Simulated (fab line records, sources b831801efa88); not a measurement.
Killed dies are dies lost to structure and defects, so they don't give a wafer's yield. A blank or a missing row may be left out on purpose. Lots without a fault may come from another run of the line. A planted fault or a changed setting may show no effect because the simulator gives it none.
One fault seen from 2 desks | flow gf180mcu | each desk has only its own numbers; what lay behind them comes last

THE METROLOGY DESK
What the gauges read, lot by lot, whatever tool the lot ran on: means of the sampled wafers that have a number. A lot is out of limits, marked OUT, if its mean lies more than 4 standard deviations from the usual mean; the brackets give that distance.
Columns: A = V1_CVD_00_THK at GF_V1_THK_MEAS_01, usual 602 nm; B = cd_nm at GF_V1_CD_MEAS_14, usual 260.3 nm; C = V2_CVD_02_THK at GF_V2_THK_MEAS_03, usual 851 nm
lot  | first seen here | A   | B     | C
L654 | day 17 21:04    | 599 | 263.3 | 845
L655 | day 18 07:45    | 602 | 260.4 | 862
L656 | day 18 16:19    | 595 | 262.1 | 850
L657 | day 19 03:35    | 599 | 260.2 | 838
L659 | day 19 17:53    | 613 | 259.4 | 847
L661 | day 20 10:33    | 606 | 258.6 | 849
L662 | day 20 23:28    | 602 | 259.2 | 854
L664 | day 22 01:20    | 602 | 261.3 | 855
L672 | day 24 10:28    | 592 | 262.2 | 854
L674 | day 25 02:45    | 608 | 259.2 | 863
L673 | day 25 03:46    | 612 | 257.8 | 860
L675 | day 25 03:58    | 596 | 260.8 | 849
This desk's finding: nothing out of limits on any of the 12 lots.

THE TOOL OWNER'S DESK: rie_metal-01
The tool's own readings at GF_M1_METAL_ETCH_16 (etches the open film in Cl2/BCl3, stops on SiO2, target depth 750.8 nm, time 125.1 s): means of the sampled wafers that have a number, for each lot that ran on this tool. A lot is out of limits, marked OUT, if its mean lies more than 4 standard deviations from the usual mean; the brackets give that distance.
Columns: A = bcl3_flow_sccm at GF_M1_METAL_ETCH_16, usual 39.99 sccm; B = drypump_motor_current_A at GF_M1_METAL_ETCH_16, usual 5.7 A; C = oes_product_au at GF_M1_METAL_ETCH_16, usual 0.988 a.u.; D = throttle_valve_pct at GF_M1_METAL_ETCH_16, usual 28.233 %
lot  | first seen here | A     | B   | C               | D
L654 | day 17 20:20    | 39.84 | 5.2 | 0.990           | 28.225
L656 | day 18 15:35    | 40.04 | 5.2 | 0.994           | 28.226
L659 | day 19 17:07    | 40.04 | 5.3 | 0.990           | 28.240
L661 | day 20 09:49    | 39.95 | 5.2 | 0.984           | 28.228
L663 | day 21 02:42    | 40.04 | 5.2 | 0.787 (-31) OUT | 28.449 (+20) OUT
L665 | day 22 01:40    | 40.11 | 5.1 | 0.778 (-32) OUT | 28.468 (+21) OUT
L672 | day 24 09:44    | 40.11 | 5.2 | 0.986           | 28.223
L673 | day 25 02:53    | 40.02 | 5.1 | 0.990           | 28.231
This desk's finding: out of limits on L663, L665; first on L663, day 21 02:42 (oes_product_au at GF_M1_METAL_ETCH_16). In limits: L654, L656, L659, L661, L672, L673.

PUT TOGETHER
The tool owner's desk could have raised an alarm at day 21 02:42, on L663, L665.
The metrology desk saw nothing out of limits.
The metrology desk has no number on record for L663, L665.
Of the lots named, all ran GF_M1_METAL_ETCH_16 on rie_metal-01.

WHAT THE SIMULATOR HAD PUT IN
Process parameter drift: rie_metal-01, from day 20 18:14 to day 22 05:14, at GF_M1_METAL_ETCH_16. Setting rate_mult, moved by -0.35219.
Lots struck among those shown: L663, L665.
Hours from the fault's start to each desk's first reading out of limits: the tool owner's desk, 8.
